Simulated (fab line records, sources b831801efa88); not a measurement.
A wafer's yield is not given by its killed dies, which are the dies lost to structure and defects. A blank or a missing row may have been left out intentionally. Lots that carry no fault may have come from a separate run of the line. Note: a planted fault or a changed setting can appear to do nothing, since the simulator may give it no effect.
fab line records -- flow sky130
[record] lots = 15, wafers = 45, last_day = 50
route steps=708 shown VIA1@458 PAD_OPEN@708
lots that met no fault: taken from a fault-free run of the same line
start_h: the number of hours between the record's first day and the start of the first shown wafer of the lot -- wait_h: time in hours since the lot's previous step -- " repeats the value in the row above -- L1.1+2: a row that stands for several wafers -- - no value, or no start given -- * or withheld: withheld -- < > ~ a bound
route shown NAME@n: names a module that has steps shown in the file, with the first one's number in the route -- usual: mean/standard deviation taken from wafers without a fault -- same: alike in all rows -- chamber/n: place in a boat -- sites: per-site readings -- _std_site: the values' standard deviation -- _edge_site: the outer-site mean with the inner-site mean subtracted -- radius_mm: how far each site lies from the wafer's centre -- mask NAME#n: copy n -- behind: the last tool/chamber to shape the wafer -- hold: why the lot went on hold/how many hours it stayed there/how the hold came to an end -- device: the n, p or np transistor that did not switch -- end of line: the same wafers' tests at the end of the route -- a step without rows: its recipe alone -- killed: dies that structure and defects cost at the first sort, which is not the same as the wafer's yield -- map: shows each die of a wafer: x if killed, . if not, _ if none is there
set.NAME: setting as actually run; set.NAME@STEP: the setting as run at that earlier step -- model.NAME: the simulator's own value behind a step, which no gauge read
a sample of lots followed through the steps of the route, with each step as a table and each wafer as a row
services: from which hour (start_h, from the record's first day; less than 0 if before it) a tool's chamber was out of use, for how many hours, and why
[[steps]]
[step SKY_VIA1_HDPCVD_00]
[recipe] material = SiO2, target_thk_nm = 1030, sigma_open_frac = 0.3, time_s = 171.7, temp_c = 400, sih4_flow_sccm = 60, pressure_mtorr = 6
lot.wafer,tool,chamber,start_h,wait_h
L418.3+5+6,hdpcvd-02,"1,0,1",764.55,0.0
L419.1+2+4,hdpcvd-02,"0,2,0",780.01,0.0
L421.3+4+5,hdpcvd-01,"0,1,0",794.86,0.0
L420.1+2+5,hdpcvd-01,"0,1,2",800.29,0.0
L425.3+4+6,hdpcvd-01,"2,1,2",818.35,0.0
L424.2+3+5,hdpcvd-02,"0,2,1",819.95,0.0
L424.2+3+5,hdpcvd-02,"0,2,1",820.23,0.2
L426.4+5+6,hdpcvd-02,"2,1,0",833.14,0.1
L426.4+5+6,hdpcvd-02,"2,1,0",833.42,0.2
L427.2+3+6,hdpcvd-02,"2,1,1",840.99,0.0
L427.2+3+6,hdpcvd-02,"2,1,1",841.26,0.2
L428.1+3+6,hdpcvd-02,"1,0,2",852.86,0.0
L434.1+3+5,hdpcvd-01,"0,1,1",888.22,0.0
L433.2+5+6,hdpcvd-01,"0,2,0",892.22,0.0
L436.3+4+5,hdpcvd-01,"2,1,2",907.73,0.0
L439.1+4+6,hdpcvd-01,"1,2,1",922.07,0.0
L438.1+2+5,hdpcvd-02,"1,0,1",923.58,0.0
L440.2+4+5,hdpcvd-01,"0,0,1",933.49,0.0
[step SKY_VIA1_THK_MEAS_01]
[recipe] reads = SiO2_of_VIA1_HDPCVD_00
[usual] VIA1_HDPCVD_THK = 1030/8.8
lot.wafer,tool,chamber,start_h,wait_h,VIA1_HDPCVD_THK[nm]
L418.3,film_metro-04,-,764.69,0.1,1043
L418.5,film_metro-04,-,764.69,0.1,1033
L418.6,film_metro-04,-,764.69,0.1,1031
L419.1,film_metro-04,-,780.13,0.1,1020
L419.2,film_metro-04,-,780.13,0.1,1049
L419.4,film_metro-04,-,780.13,0.1,1028
L421.3,film_metro-02,-,794.99,0.1,1035
L421.4,film_metro-02,-,794.99,0.1,1025
L421.5,film_metro-02,-,794.99,0.1,1029
L420.1,film_metro-04,-,800.41,0.1,1031
L420.2,film_metro-04,-,800.41,0.1,1031
L420.5,film_metro-04,-,800.41,0.1,1031
L425.3,film_metro-01,-,818.48,0.1,1044
L425.4,film_metro-01,-,818.48,0.1,1045
L425.6,film_metro-01,-,818.48,0.1,1046
L424.2,film_metro-01,-,820.35,0.1,2058
L424.3,film_metro-01,-,820.35,0.1,2062
L424.5,film_metro-01,-,820.35,0.1,2084
L426.4,film_metro-02,-,833.51,0.0,2046
L426.5,film_metro-02,-,833.51,0.0,2073
L426.6,film_metro-02,-,833.51,0.0,2062
L427.2,film_metro-01,-,841.39,0.1,2010
L427.3,film_metro-01,-,841.39,0.1,2047
L427.6,film_metro-01,-,841.39,0.1,2047
L428.1,film_metro-04,-,852.97,0.1,1035
L428.3,film_metro-04,-,852.97,0.1,1030
L428.6,film_metro-04,-,852.97,0.1,1024
L434.1,film_metro-02,-,888.33,0.1,1027
L434.3,film_metro-02,-,888.33,0.1,1025
L434.5,film_metro-02,-,888.33,0.1,1034
L433.2,film_metro-02,-,892.34,0.1,1023
L433.5,film_metro-02,-,892.34,0.1,1037
L433.6,film_metro-02,-,892.34,0.1,1021
L436.3,film_metro-01,-,907.86,0.1,1038
L436.4,film_metro-01,-,907.86,0.1,1021
L436.5,film_metro-01,-,907.86,0.1,1036
L439.1,film_metro-01,-,922.19,0.1,1032
L439.4,film_metro-01,-,922.19,0.1,1049
L439.6,film_metro-01,-,922.19,0.1,1038
L438.1,film_metro-02,-,923.69,0.1,1037
L438.2,film_metro-02,-,923.69,0.1,1031
L438.5,film_metro-02,-,923.69,0.1,1043
L440.2,film_metro-04,-,933.61,0.1,1022
L440.4,film_metro-04,-,933.61,0.1,1028
L440.5,film_metro-04,-,933.61,0.1,1017
[step SKY_PAD_OPEN_PROBE_99]
[usual] defect_limited_yield = 82.8/1.9, killed_at_M0_to_M3 = 43/7.3, killed_at_M4_up = 3.6/1.9, killed_at_contacts = 23/5.3, killed_at_front_end = 15/4.5, killed_at_other = 0.3/0.72, killed_dies = 85/9.4, killed_open = 46/6.7, killed_short = 38/6.8, sort_bin_3_pad_short = 0.8/0.36, sort_bin_5_function = 10.1/1.3, sort_bin_6_memory = 6.3/1.2, sort_n_pass = 407/9.4, sort_yield_pct = 82.8/1.9
[same] gross_dies = 492, killed_at_back_side = 0, sort_bin_4_leakage[%] = 0, sort_bin_8_speed[%] = 0
lot.wafer,tool,chamber,start_h,wait_h,defect_limited_yield[%],killed_at_M0_to_M3,killed_at_M4_up,killed_at_contacts,killed_at_front_end,killed_at_other,killed_dies,killed_open,killed_short,sort_bin_3_pad_short[%],sort_bin_5_function[%],sort_bin_6_memory[%],sort_n_pass,sort_yield_pct[%]
L424.3,prober-02,-,1120.62,0.2,79.5,50,4,29,17,1,101,54,47,0.6,12.8,7.1,391,79.5
L426.4,prober-01,-,1129.18,0.2,85.2,35,3,15,20,0,73,41,32,0.6,10.6,3.7,419,85.2
L426.5,prober-01,-,1129.23,0.2,81.1,41,4,34,14,0,93,56,37,0.6,12.6,5.7,399,81.1
L426.6,prober-01,-,1129.28,0.2,81.3,49,3,23,17,0,92,55,34,0.2,10.6,7.9,400,81.3
L427.2,prober-02,-,1134.27,0.1,85.8,27,4,24,13,2,70,41,28,0.4,7.7,6.1,422,85.8
L427.3,prober-02,-,1134.32,0.2,83.5,46,2,21,12,0,81,43,38,0.8,9.1,6.5,411,83.5
L434.1,prober-01,-,1169.47,0.1,83.7,35,5,20,20,0,80,45,34,1.2,9.8,5.3,412,83.7
L434.3,prober-01,-,1169.57,0.2,85.8,27,4,26,13,0,70,41,29,0.4,8.7,5.1,422,85.8
L434.5,prober-01,-,1169.67,0.2,83.7,40,1,18,21,0,80,44,35,0.4,10.0,5.9,412,83.7
L436.3,prober-02,-,1180.51,0.2,83.7,39,2,25,14,0,80,38,42,0.2,11.4,4.7,412,83.7
L436.4,prober-02,-,1180.56,0.2,79.5,45,7,32,17,0,101,59,42,1.2,11.0,8.3,391,79.5
L436.5,prober-02,-,1180.61,0.2,83.3,44,3,28,7,0,82,43,39,0.6,11.2,4.9,410,83.3
// killed by level:class
L424.3 LI_CONTACT:geometric_particle:open=12 VIA3:geometric_particle:open=11 VIA1:geometric_particle:open=10 CONTACT:geometric_particle:short=8 CONTACT:geometric_particle:open=7 METAL2:geometric_particle:short=7 VIA2:geometric_particle:open=5 POLY_GATE:geometric_particle:short=4
L426.4 VIA1:geometric_particle:open=9 CONTACT:geometric_particle:open=7 METAL2:geometric_particle:short=7 POLY_GATE:geometric_particle:short=6 VIA1:geometric_particle:short=5 FIELD_ISO:geometric_particle:open=4 POLY_GATE:geometric_particle:open=4 LI_CONTACT:geometric_particle:open=4
L426.5 CONTACT:geometric_particle:open=15 VIA1:geometric_particle:open=15 LI_CONTACT:geometric_particle:open=7 VIA3:geometric_particle:open=7 FIELD_ISO:geometric_particle:short=5 VIA2:geometric_particle:open=5 LOCAL_INTERCONNECT:geometric_particle:short=5 CONTACT:geometric_particle:short=5
L426.6 CONTACT:geometric_particle:open=11 VIA1:geometric_particle:open=9 VIA2:geometric_particle:open=8 VIA3:geometric_particle:open=7 METAL1:geometric_particle:short=6 VIA1:geometric_particle:short=5 LI_CONTACT:geometric_particle:open=4 FIELD_ISO:geometric_particle:short=3
L427.2 CONTACT:geometric_particle:open=10 LI_CONTACT:geometric_particle:open=8 VIA2:geometric_particle:open=6 METAL2:geometric_particle:short=5 POLY_GATE:geometric_particle:open=4 FIELD_ISO:geometric_particle:open=3 LOCAL_INTERCONNECT:geometric_particle:short=3 METAL1:geometric_particle:short=3
L427.3 VIA3:geometric_particle:open=9 METAL2:geometric_particle:short=9 VIA1:geometric_particle:open=8 LI_CONTACT:geometric_particle:open=7 CONTACT:geometric_particle:open=6 METAL1:geometric_particle:short=6 VIA1:geometric_particle:short=6 POLY_GATE:geometric_particle:open=4
L434.1 VIA1:geometric_particle:open=10 LI_CONTACT:geometric_particle:open=8 FIELD_ISO:geometric_particle:short=5 POLY_GATE:geometric_particle:open=5 CONTACT:geometric_particle:short=5 POLY_GATE:geometric_particle:short=4 VIA3:geometric_particle:open=4 VIA2:geometric_particle:open=4
L434.3 CONTACT:geometric_particle:open=12 VIA2:geometric_particle:open=10 LI_CONTACT:geometric_particle:open=5 FIELD_ISO:geometric_particle:short=4 CONTACT:geometric_particle:short=4 VIA1:geometric_particle:open=4 METAL1:geometric_particle:short=3 METAL2:geometric_particle:short=3
L434.5 CONTACT:geometric_particle:open=9 METAL2:geometric_particle:short=7 VIA3:geometric_particle:open=7 POLY_GATE:geometric_particle:open=6 VIA2:geometric_particle:open=5 POLY_GATE:geometric_particle:short=4 LI_CONTACT:geometric_particle:open=4 VIA1:geometric_particle:open=4
L436.3 CONTACT:geometric_particle:open=8 METAL1:geometric_particle:short=8 VIA1:geometric_particle:short=7 VIA2:geometric_particle:open=7 VIA1:geometric_particle:open=6 LI_CONTACT:geometric_particle:short=5 FIELD_ISO:geometric_particle:short=4 LI_CONTACT:geometric_particle:open=4
L436.4 LI_CONTACT:geometric_particle:open=12 VIA1:geometric_particle:open=11 CONTACT:geometric_particle:open=7 CONTACT:geometric_particle:short=7 VIA2:geometric_particle:open=7 METAL1:geometric_particle:short=6 VIA1:geometric_particle:short=6 VIA3:geometric_particle:open=6
L436.5 LI_CONTACT:geometric_particle:open=11 VIA2:geometric_particle:open=9 VIA1:geometric_particle:open=8 VIA1:geometric_particle:short=7 CONTACT:geometric_particle:short=6 VIA3:geometric_particle:open=5 LOCAL_INTERCONNECT:geometric_particle:short=5 METAL1:geometric_particle:short=5
[[services]]
tool,chamber,start_h,hours,kind
hdpcvd-01,-,866.80,2.8,pm
hdpcvd-01,-,882.14,0.5,repair
[[key]]
[first_sign] step = SKY_VIA1_HDPCVD_00, reading = visit, direction = added
[effect] step = SKY_VIA1_THK_MEAS_01, reading = VIA1_HDPCVD_THK, direction = up, sigmas = 99+, usual = 1030, struck = 2054
met_at SKY_VIA1_HDPCVD_00
struck_lots L424,L426,L427
[fault] kind = repeated_step_whole, tool = hdpcvd-01,hdpcvd-02, chamber = -, onset_h = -, steps = SKY_VIA1_HDPCVD_00, times = 1, scope = struck_lots_only
